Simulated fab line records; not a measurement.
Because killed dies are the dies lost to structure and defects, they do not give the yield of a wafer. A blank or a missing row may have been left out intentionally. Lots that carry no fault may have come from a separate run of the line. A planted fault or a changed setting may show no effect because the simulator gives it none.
A struck lot beside a sound one -- flow sky130 -- 14 steps out of a route of 708
Sound: wafers L291.1, L291.2, L291.5. Wafers L308.1, L308.4, L308.6 were the ones struck. At the end, the cause is stated.
Per side, at each step with rows, come the tool, then ch with its chambers, and then its first start. Under that, the readings that differ: sound wafers -- struck wafers -- difference of the means -- sigmas: that difference in standard deviations of wafers without a fault.
alike: readings whose means differ by less than 2 such deviations, and words and numbers that are the same on both sides. not compared: withheld readings, readings that some wafer has no value for, bounds like >300 that may hide the same value, and numbers for which the record gives no deviation and whose values overlap.
The two part at a step that has a row with sigmas, a row that says differs or no value, or rows on one side only. Numbers that don't overlap but have no deviation are shown without sigmas and don't part them. A reading that every wafer of one side lacks parts them only if that side has two wafers or more.

SKY_METAL3_SPUTTER_02: material AlCu, target thk 735 nm, time 39.1 s.
  struck on pvd-sputter-02, day 41 15:36; sound on pvd-sputter-02, day 35 23:20
  alike: throttle-valve-pct
SKY_METAL3_SPUTTER_03: material Ti, target thk 5 nm, time 3.3 s.
  struck on pvd-sputter-02, day 41 15:38; sound on pvd-sputter-02, day 35 23:23
  alike: throttle-valve-pct
SKY_METAL3_SPUTTER_04: material TiN, target thk 70 nm, time 58.3 s.
  struck on pvd-sputter-02, day 41 15:40; sound on pvd-sputter-02, day 35 23:24
  alike: throttle-valve-pct
SKY_CAPM_CVD_00: deposits SiO2, target thk 15.5 nm.
  sound on pecvd-03 ch 0,2, day 35 23:27; struck on pecvd-04 ch 0,1, day 41 15:42
  alike: heater-power-w, rf-fwd-power-W
SKY_CAPM_THK_MEAS_01:
  struck on film-metro-03, day 41 15:44; sound on film-metro-04, day 35 23:29
  alike: CAPM_CVD_00_THK
SKY_CAPM_SPUTTER_02: material TiN, target thk 200 nm, time 166.7 s.
  struck on pvd-sputter-02, day 41 15:47; sound on pvd-sputter-03, day 35 23:32
  alike: throttle-valve-pct
SKY_CAPM_RS_MEAS_03: measures by four-point-probe.
  struck on film-metro-02, day 41 15:55; sound on film-metro-04, day 35 23:39
  alike: CAPM_TIN_RS
SKY_CAPM_THK_MEAS_04: measures by xrf.
  struck on film-metro-02, day 41 16:02; sound on film-metro-04, day 35 23:46
  alike: CAPM_TIN_THK
then, 4 steps without rows for these wafers: SKY_CAPM_DEHYDRATE_05 (time 60 s); SKY_CAPM_HMDS_06 (prime time 60 s); SKY_CAPM_COAT_07 (resist thk 1140 nm); SKY_CAPM_SOFTBAKE_08 (time 60 s).
SKY_CAPM_EXPOSE_09: exposes mask CAPM, target cd 1000 nm.
  struck on iline-stepper-01, day 42 04:16; sound on iline-stepper-01 ch 0, day 36 12:37
  no value came back on the struck wafers for exposure-dose-mJ-cm2, focus-offset-nm (nm); on the sound wafers exposure-dose-mJ-cm2 reads 159.23 159.28 159.10
  alike: mask
following that, these wafers have no rows for 1 step: SKY_CAPM_PEB_10.

## WHERE THEY PART
Only at SKY_CAPM_EXPOSE_09, as far as this record shows.

WHY: the cause the simulator had injected
Skipped step whole: iline-stepper-01, from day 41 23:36 on, at SKY_CAPM_EXPOSE_09. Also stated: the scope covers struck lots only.
